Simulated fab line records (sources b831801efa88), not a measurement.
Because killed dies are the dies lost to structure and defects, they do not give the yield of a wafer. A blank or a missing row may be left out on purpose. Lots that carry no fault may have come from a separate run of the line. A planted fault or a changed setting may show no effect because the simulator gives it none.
A lot that was struck, set against a sound lot | flow sfq_line | 14 steps out of a route of 325
Sound: the wafers L981.1, L981.3, L981.6. The struck wafers were L988.1, L988.3, L988.6. The cause is given at the end.
Order at every step that has rows: each side's tool, ch and its chambers, its first start. Under that, the readings that differ: sound wafers | struck wafers | difference of the means | sigmas: that difference in standard deviations of wafers without a fault.
alike: readings with means less than 2 such deviations apart, plus words and numbers identical on both sides. not compared: withheld readings, readings lacking a value on some wafer, bounds such as >300 that could conceal the same value, and numbers that have no deviation in the record and whose values overlap.
A row with sigmas, a row that says differs or no value, or rows on one side alone: a step with any of these is where the two part. Numbers that don't overlap but have no deviation are shown without sigmas and don't part them. Lack of a reading on every wafer of one side parts them only where that side has two or more wafers.

first, 4 steps without rows for these wafers: SFQ_TRILAYER_I5_LITHO_SOFTBAKE_148; SFQ_TRILAYER_I5_LITHO_EXPOSE_145 (exposes mask I5, target cd 700 nm); SFQ_TRILAYER_I5_LITHO_PEB_147 (peb time 60 s); SFQ_TRILAYER_I5_LITHO_DEVELOP_146 (time 60 s).
SFQ_I5_OVL_MEAS_936:
  sound: overlay-01 at day 67 01:25; struck: overlay-01 at day 68 19:02
  alike: I5_OVL
SFQ_TRILAYER_I5_BARC_OPEN_VIA_ETCH_200: etches BARC in O2, target depth 125 nm, time 41.7 s.
  sound on rie_diel-03 ch 0,2,3, day 67 01:28; struck on rie_diel-01 ch 0,3, day 68 19:05
  alike: drypump_motor_current_A, oes_product_au
  not compared: rf_hours_counter_h
SFQ_TRILAYER_I5_ETCH_VIA_ETCH_147: etches the open film in CHF3, stops on Nb, target depth 360 nm.
  sound on rie_diel-03 ch 0,2,3, day 67 01:30; struck on rie_diel-01 ch 0,3, day 68 19:07
  alike: drypump_motor_current_A, oes_product_au
SFQ_TRILAYER_I5_STRIP_STRIP_148: strips in O2.
  sound on rie_metal-01 ch 1, day 67 01:39; struck on rie_metal-03 ch 1, day 68 19:16
  alike: drypump_motor_current_A, oes_product_au, platen_temp_c
  not compared: rf_hours_counter_h
then, 4 steps without rows for these wafers: SFQ_TRILAYER_I5_STRIP_SOLV_CLEAN_149 (cleans in NMP, time 600 s); SFQ_TRILAYER_C5_LITHO_COAT_156 (resist thk 62 nm); SFQ_TRILAYER_C5_LITHO_COAT_151 (resist thk 650 nm); SFQ_TRILAYER_C5_LITHO_SOFTBAKE_155.
-- the record jumps here: 5 days lie between the struck wafers' starts before and after --
SFQ_TRILAYER_C5_LITHO_EXPOSE_152: exposes mask C5, target cd 500 nm.
  struck on krf_scanner-01, day 73 07:41; sound on krf_scanner-02 ch 0, day 71 16:12
  no value came back on the struck wafers for exposure_dose_mJ_cm2, focus_offset_nm (nm); on the sound wafers exposure_dose_mJ_cm2 reads 21.261 21.272 21.295
  alike: mask
then, 1 step without rows for these wafers: SFQ_TRILAYER_C5_LITHO_PEB_154 (peb time 60 s).

== WHERE THEY PART ==
Within this record, at SFQ_TRILAYER_C5_LITHO_EXPOSE_152 only.

WHY: the cause the simulator had injected
Entire step skipped (krf_scanner-01, SFQ_TRILAYER_C5_LITHO_EXPOSE_152), from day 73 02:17 onward. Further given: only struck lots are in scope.
